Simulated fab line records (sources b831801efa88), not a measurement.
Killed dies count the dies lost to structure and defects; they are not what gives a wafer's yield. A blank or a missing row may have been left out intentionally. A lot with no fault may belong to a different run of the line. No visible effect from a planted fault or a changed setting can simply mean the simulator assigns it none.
fab line records / flow sky130
record: lots: 12 wafers: 36 lastDay: 50
route steps=708 shown FIELD_ISO@1 SONOS_TUNNEL@161 SONOS_ONO@183 LDD_HVN@275
lots that met no fault: taken from a fault-free run of the same line
startH: the number of hours between the record's first day and the start of the first shown wafer of the lot / waitH: time in hours since the lot's previous step / " as in the row above / L1.1+2: several wafers, shown together as one row / - no value, or no start given / * or withheld: withheld / < > ~ a bound
route shown NAME@n: names a module that has steps shown in the file, with the first one's number in the route / usual: mean and standard deviation over wafers with no fault / same: alike in all rows / chamber/n: place in a boat / sites: readings site by site / _std_site: the values' standard deviation / _edge_site: inner sites' mean taken away from outer sites' mean / radiusMm: how far each site lies from the wafer's centre / mask NAME#n: copy n / behind: the most recent tool/chamber to have shaped the wafer / hold: reason for holding the lot/hours on hold/outcome of the hold / device: names the non-switching transistor (n, p or np) / end of line: at the end of the route, the tests of the same wafers / step lacking rows: just its recipe / killed: the dies lost at the first sort to structure and to defects; this is not the yield of the wafer / map: shows each die of a wafer: x if killed, . if not, _ if none is there
set.NAME: the setting that was run; set.NAME@STEP: the one run at that earlier step / model.NAME: the simulator's own value behind a step, which no gauge read
route steps across a sampled set of lots; one table per step, one row per wafer
services: when a tool's chamber went out of use (startH, in hours from the record's first day, below 0 if earlier), for how many hours, and the reason
== steps ==
step: SKY_FIELD_ISO_BOW_MEAS_00
recipe: mode: bow
usual: INCOMING_BOW: 0/6.3
lot.wafer=L811.2 tool=filmMetro-01 chamber=- startH=15.02 waitH=- INCOMING_BOW[um]=-7
lot.wafer=L811.3 tool=filmMetro-01 chamber=- startH=15.02 waitH=- INCOMING_BOW[um]=-6
lot.wafer=L811.4 tool=filmMetro-01 chamber=- startH=15.02 waitH=- INCOMING_BOW[um]=-8
lot.wafer=L813.3 tool=filmMetro-01 chamber=- startH=25.04 waitH=- INCOMING_BOW[um]=-6
lot.wafer=L813.4 tool=filmMetro-01 chamber=- startH=25.04 waitH=- INCOMING_BOW[um]=3
lot.wafer=L813.5 tool=filmMetro-01 chamber=- startH=25.04 waitH=- INCOMING_BOW[um]=1
lot.wafer=L814.3 tool=filmMetro-02 chamber=- startH=30.04 waitH=- INCOMING_BOW[um]=-2
lot.wafer=L814.5 tool=filmMetro-02 chamber=- startH=30.04 waitH=- INCOMING_BOW[um]=7
lot.wafer=L814.6 tool=filmMetro-02 chamber=- startH=30.04 waitH=- INCOMING_BOW[um]=-4
lot.wafer=L815.1 tool=filmMetro-01 chamber=- startH=35.00 waitH=- INCOMING_BOW[um]=-2
lot.wafer=L815.4 tool=filmMetro-01 chamber=- startH=35.00 waitH=- INCOMING_BOW[um]=-2
lot.wafer=L815.6 tool=filmMetro-01 chamber=- startH=35.00 waitH=- INCOMING_BOW[um]=4
lot.wafer=L816.1 tool=filmMetro-01 chamber=- startH=40.00 waitH=- INCOMING_BOW[um]=2
lot.wafer=L816.3 tool=filmMetro-01 chamber=- startH=40.00 waitH=- INCOMING_BOW[um]=4
lot.wafer=L816.5 tool=filmMetro-01 chamber=- startH=40.00 waitH=- INCOMING_BOW[um]=-8
lot.wafer=L817.1 tool=filmMetro-03 chamber=- startH=45.00 waitH=- INCOMING_BOW[um]=15
lot.wafer=L817.2 tool=filmMetro-03 chamber=- startH=45.00 waitH=- INCOMING_BOW[um]=-5
lot.wafer=L817.3 tool=filmMetro-03 chamber=- startH=45.00 waitH=- INCOMING_BOW[um]=-6
lot.wafer=L820.1 tool=filmMetro-01 chamber=- startH=60.00 waitH=- INCOMING_BOW[um]=1
lot.wafer=L820.3 tool=filmMetro-01 chamber=- startH=60.00 waitH=- INCOMING_BOW[um]=7
lot.wafer=L820.4 tool=filmMetro-01 chamber=- startH=60.00 waitH=- INCOMING_BOW[um]=-1
lot.wafer=L821.2 tool=filmMetro-02 chamber=- startH=65.02 waitH=- INCOMING_BOW[um]=-10
lot.wafer=L821.3 tool=filmMetro-02 chamber=- startH=65.02 waitH=- INCOMING_BOW[um]=-9
lot.wafer=L821.4 tool=filmMetro-02 chamber=- startH=65.02 waitH=- INCOMING_BOW[um]=-1
lot.wafer=L822.3 tool=filmMetro-02 chamber=- startH=70.04 waitH=- INCOMING_BOW[um]=0
lot.wafer=L822.4 tool=filmMetro-02 chamber=- startH=70.04 waitH=- INCOMING_BOW[um]=16
lot.wafer=L822.6 tool=filmMetro-02 chamber=- startH=70.04 waitH=- INCOMING_BOW[um]=7
lot.wafer=L823.2 tool=filmMetro-02 chamber=- startH=75.02 waitH=- INCOMING_BOW[um]=3
lot.wafer=L823.3 tool=filmMetro-02 chamber=- startH=75.02 waitH=- INCOMING_BOW[um]=-7
lot.wafer=L823.5 tool=filmMetro-02 chamber=- startH=75.02 waitH=- INCOMING_BOW[um]=-2
lot.wafer=L829.2 tool=filmMetro-01 chamber=- startH=105.02 waitH=- INCOMING_BOW[um]=-10
lot.wafer=L829.3 tool=filmMetro-01 chamber=- startH=105.02 waitH=- INCOMING_BOW[um]=2
lot.wafer=L829.5 tool=filmMetro-01 chamber=- startH=105.02 waitH=- INCOMING_BOW[um]=7
lot.wafer=L831.1 tool=filmMetro-03 chamber=- startH=115.00 waitH=- INCOMING_BOW[um]=4
lot.wafer=L831.2 tool=filmMetro-03 chamber=- startH=115.00 waitH=- INCOMING_BOW[um]=9
lot.wafer=L831.6 tool=filmMetro-03 chamber=- startH=115.00 waitH=- INCOMING_BOW[um]=-5
step: SKY_SONOS_TUNNEL_CD_MEAS_07
recipe: targetCdNm: 410
usual: cdNm: 409.6/2.1
lot.wafer=L811.2 tool=cdSem-01 chamber=- startH=254.65 waitH=0.1 cdNm=407.2
lot.wafer=L811.3 tool=cdSem-01 chamber=- startH=254.65 waitH=0.1 cdNm=407.4
lot.wafer=L811.4 tool=cdSem-01 chamber=- startH=254.65 waitH=0.1 cdNm=405.9
lot.wafer=L813.3 tool=cdSem-01 chamber=- startH=271.85 waitH=0.1 cdNm=408.1
lot.wafer=L813.4 tool=cdSem-01 chamber=- startH=271.85 waitH=0.1 cdNm=408.5
lot.wafer=L813.5 tool=cdSem-01 chamber=- startH=271.85 waitH=0.1 cdNm=408.2
lot.wafer=L814.3 tool=cdSem-02 chamber=- startH=276.23 waitH=0.1 cdNm=410.4
lot.wafer=L814.5 tool=cdSem-02 chamber=- startH=276.23 waitH=0.1 cdNm=409.5
lot.wafer=L814.6 tool=cdSem-02 chamber=- startH=276.23 waitH=0.1 cdNm=410.1
lot.wafer=L815.1 tool=cdSem-01 chamber=- startH=290.78 waitH=0.1 cdNm=409.7
lot.wafer=L815.4 tool=cdSem-01 chamber=- startH=290.78 waitH=0.1 cdNm=406.5
lot.wafer=L815.6 tool=cdSem-01 chamber=- startH=290.78 waitH=0.1 cdNm=409.0
lot.wafer=L816.1 tool=cdSem-01 chamber=- startH=300.36 waitH=0.1 cdNm=407.5
lot.wafer=L816.3 tool=cdSem-01 chamber=- startH=300.36 waitH=0.1 cdNm=408.1
lot.wafer=L816.5 tool=cdSem-01 chamber=- startH=300.36 waitH=0.1 cdNm=409.0
lot.wafer=L817.1 tool=cdSem-01 chamber=- startH=310.60 waitH=0.2 cdNm=408.3
lot.wafer=L817.2 tool=cdSem-01 chamber=- startH=310.60 waitH=0.2 cdNm=412.8
lot.wafer=L817.3 tool=cdSem-01 chamber=- startH=310.60 waitH=0.2 cdNm=411.1
lot.wafer=L820.1 tool=cdSem-01 chamber=- startH=328.80 waitH=0.2 cdNm=411.3
lot.wafer=L820.3 tool=cdSem-01 chamber=- startH=328.80 waitH=0.2 cdNm=408.6
lot.wafer=L820.4 tool=cdSem-01 chamber=- startH=328.80 waitH=0.2 cdNm=408.6
lot.wafer=L821.2 tool=cdSem-01 chamber=- startH=336.86 waitH=0.1 cdNm=413.1
lot.wafer=L821.3 tool=cdSem-01 chamber=- startH=336.86 waitH=0.1 cdNm=412.5
lot.wafer=L821.4 tool=cdSem-01 chamber=- startH=336.86 waitH=0.1 cdNm=413.9
lot.wafer=L822.3 tool=cdSem-01 chamber=- startH=343.61 waitH=0.1 cdNm=410.2
lot.wafer=L822.4 tool=cdSem-01 chamber=- startH=343.61 waitH=0.1 cdNm=410.0
lot.wafer=L822.6 tool=cdSem-01 chamber=- startH=343.61 waitH=0.1 cdNm=409.1
lot.wafer=L823.2 tool=cdSem-01 chamber=- startH=353.74 waitH=0.1 cdNm=408.6
lot.wafer=L823.3 tool=cdSem-01 chamber=- startH=353.74 waitH=0.1 cdNm=407.6
lot.wafer=L823.5 tool=cdSem-01 chamber=- startH=353.74 waitH=0.1 cdNm=408.0
lot.wafer=L829.2 tool=cdSem-02 chamber=- startH=398.99 waitH=0.1 cdNm=411.5
lot.wafer=L829.3 tool=cdSem-02 chamber=- startH=398.99 waitH=0.1 cdNm=412.2
lot.wafer=L829.5 tool=cdSem-02 chamber=- startH=398.99 waitH=0.1 cdNm=409.7
lot.wafer=L831.1 tool=cdSem-02 chamber=- startH=418.39 waitH=0.1 cdNm=412.1
lot.wafer=L831.2 tool=cdSem-02 chamber=- startH=418.39 waitH=0.1 cdNm=409.2
lot.wafer=L831.6 tool=cdSem-02 chamber=- startH=418.39 waitH=0.1 cdNm=410.8
step: SKY_SONOS_ONO_ETCH_15
recipe: targetDepthNm: 19.52 chemistry: CHF3/O2 sourceW: 600 biasW: 200 pressureMtorr: 40 chf3FlowSccm: 50 O2_flow_sccm: 5 timeS: 7.8
usual: drypumpMotorCurrentA: 5.8/0.31 oesProductAu: 0.997/0.015 rfFwdPowerW: 589.2/2.8 throttleValvePct: 8.823/0.0091
lot.wafer=L811.2 tool=rieDiel-02 chamber=3 startH=290.63 waitH=0.0 drypumpMotorCurrentA=5.7 oesProductAu=0.997 rfFwdPowerW=589.9 rfHoursCounterH=73 throttleValvePct=8.840
lot.wafer=L811.3 tool=rieDiel-02 chamber=0 startH=290.63 waitH=0.0 drypumpMotorCurrentA=5.7 oesProductAu=1.021 rfFwdPowerW=587.4 rfHoursCounterH=54 throttleValvePct=8.826
lot.wafer=L811.4 tool=rieDiel-02 chamber=3 startH=290.63 waitH=0.0 drypumpMotorCurrentA=5.7 oesProductAu=0.995 rfFwdPowerW=588.5 rfHoursCounterH=- throttleValvePct=8.819
lot.wafer=L813.3 tool=rieDiel-03 chamber=0 startH=303.10 waitH=0.0 drypumpMotorCurrentA=6.2 oesProductAu=0.985 rfFwdPowerW=591.2 rfHoursCounterH=34 throttleValvePct=8.835
lot.wafer=L813.4 tool=rieDiel-03 chamber=1 startH=303.10 waitH=0.0 drypumpMotorCurrentA=5.6 oesProductAu=1.003 rfFwdPowerW=587.0 rfHoursCounterH=54 throttleValvePct=8.822
lot.wafer=L813.5 tool=rieDiel-03 chamber=0 startH=303.10 waitH=0.0 drypumpMotorCurrentA=6.2 oesProductAu=0.984 rfFwdPowerW=591.6 rfHoursCounterH=- throttleValvePct=8.804
lot.wafer=L814.3 tool=rieDiel-03 chamber=1 startH=309.39 waitH=0.0 drypumpMotorCurrentA=5.6 oesProductAu=1.005 rfFwdPowerW=590.3 rfHoursCounterH=55 throttleValvePct=8.821
lot.wafer=L814.5 tool=rieDiel-03 chamber=1 startH=309.39 waitH=0.0 drypumpMotorCurrentA=5.6 oesProductAu=0.997 rfFwdPowerW=588.9 rfHoursCounterH=- throttleValvePct=8.832
lot.wafer=L814.6 tool=rieDiel-03 chamber=0 startH=309.39 waitH=0.0 drypumpMotorCurrentA=6.2 oesProductAu=0.993 rfFwdPowerW=592.3 rfHoursCounterH=- throttleValvePct=8.832
lot.wafer=L815.1 tool=rieDiel-01 chamber=0 startH=322.34 waitH=0.0 drypumpMotorCurrentA=6.2 oesProductAu=0.989 rfFwdPowerW=590.4 rfHoursCounterH=48 throttleValvePct=8.804
lot.wafer=L815.4 tool=rieDiel-01 chamber=0 startH=322.34 waitH=0.0 drypumpMotorCurrentA=6.2 oesProductAu=0.989 rfFwdPowerW=592.7 rfHoursCounterH=- throttleValvePct=8.812
lot.wafer=L815.6 tool=rieDiel-01 chamber=1 startH=322.34 waitH=0.0 drypumpMotorCurrentA=5.7 oesProductAu=0.973 rfFwdPowerW=590.0 rfHoursCounterH=- throttleValvePct=8.809
lot.wafer=L816.1 tool=rieDiel-03 chamber=1 startH=335.40 waitH=0.0 drypumpMotorCurrentA=5.6 oesProductAu=1.008 rfFwdPowerW=589.3 rfHoursCounterH=55 throttleValvePct=8.818
lot.wafer=L816.3 tool=rieDiel-03 chamber=2 startH=335.40 waitH=0.0 drypumpMotorCurrentA=5.9 oesProductAu=1.006 rfFwdPowerW=591.3 rfHoursCounterH=44 throttleValvePct=8.819
lot.wafer=L816.5 tool=rieDiel-03 chamber=1 startH=335.40 waitH=0.0 drypumpMotorCurrentA=5.6 oesProductAu=1.018 rfFwdPowerW=588.2 rfHoursCounterH=- throttleValvePct=8.831
lot.wafer=L817.1 tool=rieDiel-03 chamber=1 startH=343.36 waitH=0.0 drypumpMotorCurrentA=5.6 oesProductAu=0.993 rfFwdPowerW=590.5 rfHoursCounterH=55 throttleValvePct=8.828
lot.wafer=L817.2 tool=rieDiel-03 chamber=0 startH=343.36 waitH=0.0 drypumpMotorCurrentA=6.2 oesProductAu=0.981 rfFwdPowerW=592.7 rfHoursCounterH=34 throttleValvePct=8.825
lot.wafer=L817.3 tool=rieDiel-03 chamber=3 startH=343.36 waitH=0.0 drypumpMotorCurrentA=5.4 oesProductAu=1.005 rfFwdPowerW=588.8 rfHoursCounterH=72 throttleValvePct=8.817
lot.wafer=L820.1 tool=rieDiel-02 chamber=1 startH=362.69 waitH=0.0 drypumpMotorCurrentA=5.5 oesProductAu=0.985 rfFwdPowerW=585.2 rfHoursCounterH=1 throttleValvePct=8.830
lot.wafer=L820.3 tool=rieDiel-02 chamber=3 startH=362.69 waitH=0.0 drypumpMotorCurrentA=5.7 oesProductAu=0.997 rfFwdPowerW=589.3 rfHoursCounterH=74 throttleValvePct=8.827
lot.wafer=L820.4 tool=rieDiel-02 chamber=2 startH=362.69 waitH=0.0 drypumpMotorCurrentA=6.4 oesProductAu=1.001 rfFwdPowerW=588.3 rfHoursCounterH=29 throttleValvePct=8.813
lot.wafer=L821.2 tool=rieDiel-01 chamber=2 startH=370.28 waitH=0.0 drypumpMotorCurrentA=5.4 oesProductAu=0.999 rfFwdPowerW=593.6 rfHoursCounterH=3 throttleValvePct=8.825
lot.wafer=L821.3 tool=rieDiel-01 chamber=1 startH=370.28 waitH=0.0 drypumpMotorCurrentA=5.7 oesProductAu=0.973 rfFwdPowerW=588.6 rfHoursCounterH=3 throttleValvePct=8.812
lot.wafer=L821.4 tool=rieDiel-01 chamber=3 startH=370.28 waitH=0.0 drypumpMotorCurrentA=5.8 oesProductAu=0.993 rfFwdPowerW=587.4 rfHoursCounterH=4 throttleValvePct=8.828
lot.wafer=L822.3 tool=rieDiel-03 chamber=1 startH=376.89 waitH=0.0 drypumpMotorCurrentA=5.6 oesProductAu=0.993 rfFwdPowerW=588.7 rfHoursCounterH=56 throttleValvePct=8.816
lot.wafer=L822.4 tool=rieDiel-03 chamber=0 startH=376.89 waitH=0.0 drypumpMotorCurrentA=6.2 oesProductAu=0.988 rfFwdPowerW=593.4 rfHoursCounterH=35 throttleValvePct=8.827
lot.wafer=L822.6 tool=rieDiel-03 chamber=2 startH=376.89 waitH=0.0 drypumpMotorCurrentA=5.9 oesProductAu=1.004 rfFwdPowerW=593.3 rfHoursCounterH=- throttleValvePct=8.841
lot.wafer=L823.2 tool=rieDiel-03 chamber=0 startH=387.94 waitH=0.0 drypumpMotorCurrentA=6.2 oesProductAu=0.998 rfFwdPowerW=588.8 rfHoursCounterH=35 throttleValvePct=8.838
lot.wafer=L823.3 tool=rieDiel-03 chamber=1 startH=387.94 waitH=0.0 drypumpMotorCurrentA=5.6 oesProductAu=1.003 rfFwdPowerW=587.8 rfHoursCounterH=56 throttleValvePct=8.816
lot.wafer=L823.5 tool=rieDiel-03 chamber=3 startH=387.94 waitH=0.0 drypumpMotorCurrentA=5.4 oesProductAu=1.008 rfFwdPowerW=589.8 rfHoursCounterH=- throttleValvePct=8.829
lot.wafer=L829.2 tool=rieDiel-01 chamber=1 startH=434.18 waitH=0.0 drypumpMotorCurrentA=5.7 oesProductAu=0.985 rfFwdPowerW=592.4 rfHoursCounterH=5 throttleValvePct=8.811
lot.wafer=L829.3 tool=rieDiel-01 chamber=0 startH=434.18 waitH=0.0 drypumpMotorCurrentA=6.2 oesProductAu=0.972 rfFwdPowerW=587.9 rfHoursCounterH=50 throttleValvePct=8.821
lot.wafer=L829.5 tool=rieDiel-01 chamber=2 startH=434.18 waitH=0.0 drypumpMotorCurrentA=5.4 oesProductAu=1.003 rfFwdPowerW=592.8 rfHoursCounterH=- throttleValvePct=8.834
lot.wafer=L831.1 tool=rieDiel-03 chamber=3 startH=454.65 waitH=0.0 drypumpMotorCurrentA=5.4 oesProductAu=1.008 rfFwdPowerW=584.2 rfHoursCounterH=74 throttleValvePct=8.824
lot.wafer=L831.2 tool=rieDiel-03 chamber=2 startH=454.65 waitH=0.0 drypumpMotorCurrentA=5.9 oesProductAu=1.003 rfFwdPowerW=592.3 rfHoursCounterH=46 throttleValvePct=8.813
lot.wafer=L831.6 tool=rieDiel-03 chamber=0 startH=454.65 waitH=0.0 drypumpMotorCurrentA=6.2 oesProductAu=0.989 rfFwdPowerW=593.8 rfHoursCounterH=- throttleValvePct=8.847
step: SKY_LDD_HVN_IMPLANT_08
recipe: species: P energyKev: 60 doseCm2: 3e+13 tiltDeg: 40
usual: beamEnergyKeV: 60.004/0.02 beamOnS: 10.01/0.18 tiltDeg: 40.001/0.02
same: implantIonAmu: 31
lot.wafer=L811.2 tool=implanter-04 chamber=0 startH=472.55 waitH=0.0 beamEnergyKeV=60.016 beamOnS=9.92 tiltDeg=40.004
lot.wafer=L811.3 tool=implanter-04 chamber=0 startH=472.55 waitH=0.0 beamEnergyKeV=59.985 beamOnS=9.75 tiltDeg=39.994
lot.wafer=L811.4 tool=implanter-04 chamber=0 startH=472.55 waitH=0.0 beamEnergyKeV=59.988 beamOnS=10.33 tiltDeg=40.032
lot.wafer=L813.3 tool=implanter-02 chamber=0 startH=492.48 waitH=0.1 beamEnergyKeV=59.992 beamOnS=10.09 tiltDeg=39.982
lot.wafer=L813.4 tool=implanter-02 chamber=0 startH=492.48 waitH=0.1 beamEnergyKeV=60.012 beamOnS=9.98 tiltDeg=40.001
lot.wafer=L813.5 tool=implanter-02 chamber=0 startH=492.48 waitH=0.1 beamEnergyKeV=60.036 beamOnS=9.89 tiltDeg=40.011
lot.wafer=L814.3 tool=implanter-01 chamber=0 startH=499.88 waitH=0.1 beamEnergyKeV=59.996 beamOnS=10.11 tiltDeg=39.990
lot.wafer=L814.5 tool=implanter-01 chamber=0 startH=499.88 waitH=0.1 beamEnergyKeV=60.018 beamOnS=10.15 tiltDeg=39.986
lot.wafer=L814.6 tool=implanter-01 chamber=0 startH=499.88 waitH=0.1 beamEnergyKeV=59.986 beamOnS=9.96 tiltDeg=39.969
lot.wafer=L815.1 tool=implanter-02 chamber=0 startH=510.80 waitH=0.0 beamEnergyKeV=60.015 beamOnS=10.03 tiltDeg=40.007
lot.wafer=L815.4 tool=implanter-02 chamber=0 startH=510.80 waitH=0.0 beamEnergyKeV=60.041 beamOnS=9.70 tiltDeg=40.016
lot.wafer=L815.6 tool=implanter-02 chamber=0 startH=510.80 waitH=0.0 beamEnergyKeV=60.022 beamOnS=9.81 tiltDeg=39.996
lot.wafer=L816.1 tool=implanter-04 chamber=0 startH=524.77 waitH=0.0 beamEnergyKeV=60.008 beamOnS=10.35 tiltDeg=39.982
lot.wafer=L816.3 tool=implanter-04 chamber=0 startH=524.77 waitH=0.0 beamEnergyKeV=60.041 beamOnS=9.83 tiltDeg=40.009
lot.wafer=L816.5 tool=implanter-04 chamber=0 startH=524.77 waitH=0.0 beamEnergyKeV=60.013 beamOnS=10.06 tiltDeg=39.987
lot.wafer=L817.1 tool=implanter-01 chamber=0 startH=530.87 waitH=0.0 beamEnergyKeV=60.009 beamOnS=10.12 tiltDeg=40.002
lot.wafer=L817.2 tool=implanter-01 chamber=0 startH=530.87 waitH=0.0 beamEnergyKeV=59.965 beamOnS=10.05 tiltDeg=40.042
lot.wafer=L817.3 tool=implanter-01 chamber=0 startH=530.87 waitH=0.0 beamEnergyKeV=59.979 beamOnS=10.07 tiltDeg=40.043
lot.wafer=L820.1 tool=implanter-01 chamber=0 startH=557.63 waitH=0.0 beamEnergyKeV=60.001 beamOnS=9.81 tiltDeg=40.018
lot.wafer=L820.3 tool=implanter-01 chamber=0 startH=557.63 waitH=0.0 beamEnergyKeV=60.012 beamOnS=10.04 tiltDeg=39.994
lot.wafer=L820.4 tool=implanter-01 chamber=0 startH=557.63 waitH=0.0 beamEnergyKeV=59.987 beamOnS=9.93 tiltDeg=40.007
lot.wafer=L821.2 tool=implanter-02 chamber=0 startH=566.04 waitH=0.0 beamEnergyKeV=60.030 beamOnS=10.31 tiltDeg=40.044
lot.wafer=L821.3 tool=implanter-02 chamber=0 startH=566.04 waitH=0.0 beamEnergyKeV=60.042 beamOnS=9.91 tiltDeg=40.032
lot.wafer=L821.4 tool=implanter-02 chamber=0 startH=566.04 waitH=0.0 beamEnergyKeV=60.012 beamOnS=10.06 tiltDeg=40.054
lot.wafer=L822.3 tool=implanter-02 chamber=0 startH=568.20 waitH=0.1 beamEnergyKeV=60.018 beamOnS=9.85 tiltDeg=40.031
lot.wafer=L822.4 tool=implanter-02 chamber=0 startH=568.20 waitH=0.1 beamEnergyKeV=60.011 beamOnS=10.04 tiltDeg=40.024
lot.wafer=L822.6 tool=implanter-02 chamber=0 startH=568.20 waitH=0.1 beamEnergyKeV=59.985 beamOnS=10.00 tiltDeg=40.016
lot.wafer=L823.2 tool=implanter-04 chamber=0 startH=581.90 waitH=0.0 beamEnergyKeV=60.016 beamOnS=9.88 tiltDeg=39.987
lot.wafer=L823.3 tool=implanter-04 chamber=0 startH=581.90 waitH=0.0 beamEnergyKeV=59.993 beamOnS=9.81 tiltDeg=39.979
lot.wafer=L823.5 tool=implanter-04 chamber=0 startH=581.90 waitH=0.0 beamEnergyKeV=60.012 beamOnS=9.86 tiltDeg=40.013
lot.wafer=L829.2 tool=implanter-02 chamber=0 startH=626.64 waitH=0.0 beamEnergyKeV=86.404 beamOnS=10.21 tiltDeg=39.996
lot.wafer=L829.3 tool=implanter-02 chamber=0 startH=626.64 waitH=0.0 beamEnergyKeV=86.407 beamOnS=10.15 tiltDeg=40.011
lot.wafer=L829.5 tool=implanter-02 chamber=0 startH=626.64 waitH=0.0 beamEnergyKeV=86.385 beamOnS=9.85 tiltDeg=39.983
lot.wafer=L831.1 tool=implanter-02 chamber=0 startH=647.45 waitH=0.0 beamEnergyKeV=86.389 beamOnS=10.18 tiltDeg=39.957
lot.wafer=L831.2 tool=implanter-02 chamber=0 startH=647.45 waitH=0.0 beamEnergyKeV=86.384 beamOnS=9.93 tiltDeg=39.991
lot.wafer=L831.6 tool=implanter-02 chamber=0 startH=647.45 waitH=0.0 beamEnergyKeV=86.379 beamOnS=10.20 tiltDeg=39.993
step: SKY_LDD_HVN_TW_MEAS_10
usual: LDD_HVN_TW: 1439/13
lot.wafer=L811.2 tool=filmMetro-04 chamber=- startH=472.79 waitH=0.1 LDD_HVN_TW=1434
lot.wafer=L811.3 tool=filmMetro-04 chamber=- startH=472.79 waitH=0.1 LDD_HVN_TW=1433
lot.wafer=L811.4 tool=filmMetro-04 chamber=- startH=472.79 waitH=0.1 LDD_HVN_TW=1436
lot.wafer=L813.3 tool=filmMetro-01 chamber=- startH=492.70 waitH=0.1 LDD_HVN_TW=1449
lot.wafer=L813.4 tool=filmMetro-01 chamber=- startH=492.70 waitH=0.1 LDD_HVN_TW=1448
lot.wafer=L813.5 tool=filmMetro-01 chamber=- startH=492.70 waitH=0.1 LDD_HVN_TW=1453
lot.wafer=L814.3 tool=filmMetro-01 chamber=- startH=500.10 waitH=0.1 LDD_HVN_TW=1461
lot.wafer=L814.5 tool=filmMetro-01 chamber=- startH=500.10 waitH=0.1 LDD_HVN_TW=1447
lot.wafer=L814.6 tool=filmMetro-01 chamber=- startH=500.10 waitH=0.1 LDD_HVN_TW=1454
lot.wafer=L815.1 tool=filmMetro-03 chamber=- startH=511.05 waitH=0.1 LDD_HVN_TW=1421
lot.wafer=L815.4 tool=filmMetro-03 chamber=- startH=511.05 waitH=0.1 LDD_HVN_TW=1430
lot.wafer=L815.6 tool=filmMetro-03 chamber=- startH=511.05 waitH=0.1 LDD_HVN_TW=1424
lot.wafer=L816.1 tool=filmMetro-04 chamber=- startH=525.02 waitH=0.1 LDD_HVN_TW=1427
lot.wafer=L816.3 tool=filmMetro-04 chamber=- startH=525.02 waitH=0.1 LDD_HVN_TW=1439
lot.wafer=L816.5 tool=filmMetro-04 chamber=- startH=525.02 waitH=0.1 LDD_HVN_TW=1435
lot.wafer=L817.1 tool=filmMetro-04 chamber=- startH=531.12 waitH=0.1 LDD_HVN_TW=1446
lot.wafer=L817.2 tool=filmMetro-04 chamber=- startH=531.12 waitH=0.1 LDD_HVN_TW=1442
lot.wafer=L817.3 tool=filmMetro-04 chamber=- startH=531.12 waitH=0.1 LDD_HVN_TW=1433
lot.wafer=L820.1 tool=filmMetro-03 chamber=- startH=557.88 waitH=0.1 LDD_HVN_TW=1422
lot.wafer=L820.3 tool=filmMetro-03 chamber=- startH=557.88 waitH=0.1 LDD_HVN_TW=1423
lot.wafer=L820.4 tool=filmMetro-03 chamber=- startH=557.88 waitH=0.1 LDD_HVN_TW=1428
lot.wafer=L821.2 tool=filmMetro-04 chamber=- startH=566.28 waitH=0.1 LDD_HVN_TW=1432
lot.wafer=L821.3 tool=filmMetro-04 chamber=- startH=566.28 waitH=0.1 LDD_HVN_TW=1438
lot.wafer=L821.4 tool=filmMetro-04 chamber=- startH=566.28 waitH=0.1 LDD_HVN_TW=1438
lot.wafer=L822.3 tool=filmMetro-04 chamber=- startH=568.42 waitH=0.1 LDD_HVN_TW=1447
lot.wafer=L822.4 tool=filmMetro-04 chamber=- startH=568.42 waitH=0.1 LDD_HVN_TW=1446
lot.wafer=L822.6 tool=filmMetro-04 chamber=- startH=568.42 waitH=0.1 LDD_HVN_TW=1435
lot.wafer=L823.2 tool=filmMetro-04 chamber=- startH=582.14 waitH=0.1 LDD_HVN_TW=1435
lot.wafer=L823.3 tool=filmMetro-04 chamber=- startH=582.14 waitH=0.1 LDD_HVN_TW=1436
lot.wafer=L823.5 tool=filmMetro-04 chamber=- startH=582.14 waitH=0.1 LDD_HVN_TW=1428
lot.wafer=L829.2 tool=filmMetro-03 chamber=- startH=626.88 waitH=0.1 LDD_HVN_TW=1555
lot.wafer=L829.3 tool=filmMetro-03 chamber=- startH=626.88 waitH=0.1 LDD_HVN_TW=1558
lot.wafer=L829.5 tool=filmMetro-03 chamber=- startH=626.88 waitH=0.1 LDD_HVN_TW=1555
lot.wafer=L831.1 tool=filmMetro-04 chamber=- startH=647.70 waitH=0.1 LDD_HVN_TW=1580
lot.wafer=L831.2 tool=filmMetro-04 chamber=- startH=647.70 waitH=0.1 LDD_HVN_TW=1579
lot.wafer=L831.6 tool=filmMetro-04 chamber=- startH=647.70 waitH=0.1 LDD_HVN_TW=1574
== services ==
tool=implanter-02 chamber=- startH=305.57 hours=2.5 kind=repair
tool=rieDiel-01 chamber=3 startH=316.35 hours=7.7 kind=repair
tool=rieDiel-03 chamber=0 startH=325.07 hours=8.9 kind=repair
tool=rieDiel-03 chamber=3 startH=327.20 hours=14.4 kind=repair
tool=implanter-01 chamber=- startH=373.13 hours=3.1 kind=repair
tool=implanter-01 chamber=- startH=389.12 hours=4.2 kind=pm
tool=rieDiel-03 chamber=3 startH=412.31 hours=2.5 kind=repair
tool=rieDiel-03 chamber=3 startH=434.26 hours=3.8 kind=repair
tool=rieDiel-03 chamber=1 startH=445.69 hours=9.5 kind=repair
tool=rieDiel-03 chamber=1 startH=484.24 hours=2.5 kind=repair
tool=rieDiel-01 chamber=3 startH=507.33 hours=7.3 kind=repair
tool=implanter-01 chamber=- startH=512.56 hours=4.1 kind=pm
tool=implanter-04 chamber=- startH=526.79 hours=5.7 kind=repair
tool=rieDiel-01 chamber=2 startH=549.72 hours=6.1 kind=repair
tool=implanter-04 chamber=- startH=555.70 hours=3.1 kind=pm
tool=implanter-02 chamber=- startH=557.66 hours=1.1 kind=repair
tool=implanter-02 chamber=- startH=586.81 hours=0.7 kind=repair
tool=implanter-02 chamber=- startH=587.04 hours=0.7 kind=repair
tool=rieDiel-03 chamber=2 startH=602.08 hours=4.1 kind=repair
tool=rieDiel-03 chamber=- startH=616.44 hours=2.8 kind=pm
tool=rieDiel-01 chamber=- startH=618.18 hours=2.8 kind=pm
tool=implanter-02 chamber=- startH=626.93 hours=3.9 kind=pm
tool=rieDiel-01 chamber=1 startH=636.98 hours=6.3 kind=repair
tool=implanter-02 chamber=- startH=639.39 hours=2.4 kind=repair
== key ==
firstSign: step: SKY_LDD_HVN_IMPLANT_08 reading: beamEnergyKeV direction: up sigmas: 99+ usual: * struck: *
effect: step: SKY_LDD_HVN_TW_MEAS_10 reading: LDD_HVN_TW direction: up sigmas: 10 usual: 1439 struck: 1567
metAt SKY_LDD_HVN_IMPLANT_08
struckLots L829,L831
testerLeftOut L829,L831
notActingAt SKY_FIELD_ISO_BOW_MEAS_00,SKY_SONOS_TUNNEL_CD_MEAS_07,SKY_SONOS_ONO_ETCH_15
onsetBetween 568.20 626.64
fault: kind: processParameterDrift tool: implanter-02 chamber: - onsetH: 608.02 steps: SKY_LDD_HVN_IMPLANT_08 channel: energyKev offset: * shape: step endH: 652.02 actsIn: * stated: *
testerLeftOut: of these lots the tester's yield and bins aren't shown, on N5 and GAA mostly nor the transistor test; their killed dies are dies lost to structure and defects alone, not to doping, threshold or leakage, so they don't give the yield
